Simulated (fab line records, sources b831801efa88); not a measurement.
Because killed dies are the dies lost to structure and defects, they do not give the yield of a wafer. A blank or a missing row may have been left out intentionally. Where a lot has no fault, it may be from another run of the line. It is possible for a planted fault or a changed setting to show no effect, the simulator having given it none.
Chamber matching	flow gf180mcu	GF_V3_ETCH_16 on rieDiel-03 has 4 sister chambers
The step etches BARC in N2/H2. 4 wafers are shown with their chamber, then 7 later ones without.

WAFERS PAIRED WITH THEIR CHAMBERS
wafer	chamber	drypumpMotorCurrentA (A)
L834.3	3	5.8
L838.1	2	5.9
L838.4	1	5.7
L840.2	0	5.6

WAFERS WITHOUT THEIR CHAMBER
wafer	drypumpMotorCurrentA (A)
L840.6	5.8
L842.2	5.9
L842.5	5.8
L842.6	5.5
L847.2	5.9
L847.3	5.7
L847.4	5.8

WHICH CHAMBER EACH ONE RAN IN
wafer	from the rows above	in truth
L840.6	3	3
L842.2	2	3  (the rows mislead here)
L842.5	3	3
L842.6	0	0
L847.2	2	2
L847.3	1	1
L847.4	3	3
Placed correctly: 6 of 7. Can't be placed from these rows: 0. Number placed wrongly: 1.
How it was worked out, from the rows above alone: a wafer's distance from a chamber is the root of the sum, over the readings, of the square of ((its reading less the chamber's mean) divided by the reading's scatter). The wafer belongs to the nearest chamber; if the next one is less than 2 further off, it can't be placed. For every chamber, the mean is computed from those of its wafers that are shown. The scatter: root of mean squared gap, hidden wafer to nearest shown wafer, with one shown wafer a chamber.
